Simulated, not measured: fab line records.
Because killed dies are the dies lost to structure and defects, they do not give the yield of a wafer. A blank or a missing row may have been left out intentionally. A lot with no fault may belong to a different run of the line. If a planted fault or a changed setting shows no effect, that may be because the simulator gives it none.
Problem report in the 8D (eight disciplines) form, filled by code	flow sky130	the parts of the form that need people (team, actions taken, sign-off) are left out

## 1. WHAT IS WRONG
Wafers without a fault read 0.711 a.u. with a standard deviation of 0.0043, while oes product au at SKY_RES_XHIGH_STRIP_08 averages 0.952 a.u. across 3 wafers of 1 lot. That is +56 standard deviations from the usual mean.
The step: strips in O2/N2.
First seen on wafer L179.2, day 29 15:43, on plasma asher-04. At this step, 39 wafers from 13 lots have a number in the record. The rule behind "out" and "out of limits": a value lying over 4 standard deviations away from the usual mean. The rest of the wafers with a number are treated as sound.

## 2. WHAT IT IS, AND WHAT IT ISN'T
question	is	is not
which readings at this step	oes product au	drypump motor current A
which lots	L179	L171, L172, L174, L176, L177, L178, L180, L185, L186, L191, L192, L194
which wafers of those lots	all that have a number	-
read on which tools	plasma asher-04	plasma asher-01, plasma asher-03
when	from day 29 15:43	up to then (18 sound wafers); but 18 sound wafers of L180, L185, L186, L191, L192, L194 came after

## 3. THE SUSPECTS, EACH WITH WHAT RULES IT OUT
Counting: any tool at a process step up to the reading is kept as a suspect provided that every lot that is out went through it and no sound lot did after the first of them.
- rie diel-02 at SKY_POLY_CUT_ETCH_11 (etches Si3N4 in CF4/CH2F2/Ar, stops on poly-Si, time 42.5 s, target depth 60 nm): ruled out as a lasting fault. After its first lot that is out, L179 (day 27 06:04), sound lots L185, L191, L194 ran on it.
- plasma asher-04 at SKY_RES_XHIGH_STRIP_08 (strips in O2/N2): ruled out as a lasting fault. After its first lot that is out, L179 (day 29 15:43), sound lots L194 ran on it.
Left after counting: nothing in the record.

## 4. THE CAUSE (what the simulator had put in)
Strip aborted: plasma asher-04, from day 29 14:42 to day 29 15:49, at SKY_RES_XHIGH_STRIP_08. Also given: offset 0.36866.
Counting ruled it out, wrongly.

## 5. THE CHAIN OF EFFECTS, in route order
Rows list readings where the struck wafers' mean (over those with a number) sits beyond 3 standard deviations from the usual. Only readings for which the record gives a usual standard deviation are gone through. hours: the time from each lot's start at the first step in this table that gives one to its start at this step, as a median over the lots. sigmas: the change in usual standard deviations.
hours	step	reading	usual	on struck wafers	change	sigmas
0	SKY_RES_XHIGH_STRIP_08	oes product au	0.711 a.u.	0.952	+0.241	+56
28	SKY_SD_N_STRIP_11	strip time to endpoint s	22.48 s	23.25	+0.77	+17
Process steps it contains:
- SKY_RES_XHIGH_STRIP_08: strips in O2/N2.
- SKY_SD_N_STRIP_11: strips in O2/N2.
Readings that are blank on the struck wafers while sound wafers have them: strip time to endpoint s at SKY_RES_XHIGH_STRIP_08.
Later steps that measure or inspect, where all struck wafers having a row at the step show a number for every such reading and not one has moved that far: SKY_RES_XHIGH_TW_MEAS_09.

## 6. WHAT WOULD HAVE CAUGHT IT SOONER
In this record the first reading out of limits was taken at day 29 15:43, 1 hour after the fault began at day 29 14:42.
